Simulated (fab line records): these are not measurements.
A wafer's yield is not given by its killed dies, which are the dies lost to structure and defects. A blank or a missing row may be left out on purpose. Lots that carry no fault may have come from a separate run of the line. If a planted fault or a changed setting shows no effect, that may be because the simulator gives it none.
Which tool is to blame? :: flow gf180mcu :: 18 wafers from 6 lots sampled at 4 of the route's 602 steps

== WHAT EACH GAUGE READ, for each wafer ==
GF_V5_THK_MEAS_01.
lot: L560
measured: day 26 11:58
on: film metro-04
V5_CVD_00_THK (nm): 299 300 302

lot: L564
measured: day 29 09:10
on: film metro-01
V5_CVD_00_THK (nm): 305 303 305

lot: L566
measured: day 29 12:37
on: film metro-03
V5_CVD_00_THK (nm): 305 300 304

lot: L571
measured: day 30 06:24
on: film metro-04
V5_CVD_00_THK (nm): 261 254 253

lot: L575
measured: day 31 13:49
on: film metro-04
V5_CVD_00_THK (nm): 249 250 252

lot: L579
measured: day 32 17:35
on: film metro-01
V5_CVD_00_THK (nm): 304 301 302

== TOOL THAT RAN EACH LOT (tool first, then ch and the chambers of the sampled wafers, then the start) ==
lot: L560
GF_M3_SPUTTER_04: pvd sputter-01, day 20 14:38
GF_M4_SPUTTER_00: pvd sputter-01, day 22 17:47
GF_V5_CVD_00: hdpcvd-02 ch 0,2, day 26 11:55

lot: L564
GF_M3_SPUTTER_04: pvd sputter-02, day 24 01:02
GF_M4_SPUTTER_00: pvd sputter-02, day 25 22:20
GF_V5_CVD_00: hdpcvd-02 ch 0,1,2, day 29 09:07

lot: L566
GF_M3_SPUTTER_04: pvd sputter-02, day 24 05:58
GF_M4_SPUTTER_00: pvd sputter-02, day 26 02:59
GF_V5_CVD_00: hdpcvd-02 ch 0,1,2, day 29 12:33

lot: L571
GF_M3_SPUTTER_04: pvd sputter-02, day 25 01:39
GF_M4_SPUTTER_00: pvd sputter-01, day 26 22:07
GF_V5_CVD_00: hdpcvd-01 ch 1,2, day 30 06:22

lot: L575
GF_M3_SPUTTER_04: pvd sputter-01, day 26 14:43
GF_M4_SPUTTER_00: pvd sputter-02, day 28 09:15
GF_V5_CVD_00: hdpcvd-01 ch 1,2, day 31 13:46

lot: L579
GF_M3_SPUTTER_04: pvd sputter-01, day 27 23:29
GF_M4_SPUTTER_00: pvd sputter-02, day 29 15:01
GF_V5_CVD_00: hdpcvd-02 ch 0,1,2, day 32 17:32
- GF_M3_SPUTTER_04: material TiN, target thk 50 nm, time 41.7 s.
- GF_M4_SPUTTER_00: material Ti, target thk 37.5 nm, time 150 s.
- GF_V5_CVD_00: deposits SiO2, target thk 300 nm, time 50 s.

== THE ANSWER, worked out from the rows above alone ==
Rule: what is usual is taken from the lots themselves. The widest of any qualifying gaps counts: lots, ordered by their means at a reading, are off when they make up no more than a third of the lots, leave a main group of 4 or more, and stand apart from it by 3 or more times the standard deviation of that group's means. A main group whose means are all the same, to the digits that the tables above print for the reading, isn't used. A lot without any number at a reading at which 4 lots or more have one is off too. All remaining lots with rows at the step are treated as sound.
Off: L571, L575, at GF_V5_THK_MEAS_01 (V5_CVD_00_THK). For the main group the mean is 302 nm and the standard deviation 1.4.
A tool fits if, at a process step before that reading, it ran every lot that is off, and no sound lot after the first of them. Those tools and the gauges at GF_V5_THK_MEAS_01 are tried in the same way. Undecided on this evidence; 2 tools fit (hdpcvd-01 at GF_V5_CVD_00, film metro-04 at GF_V5_THK_MEAS_01).

== WHAT HAD BEEN PUT IN BY THE SIMULATOR ==
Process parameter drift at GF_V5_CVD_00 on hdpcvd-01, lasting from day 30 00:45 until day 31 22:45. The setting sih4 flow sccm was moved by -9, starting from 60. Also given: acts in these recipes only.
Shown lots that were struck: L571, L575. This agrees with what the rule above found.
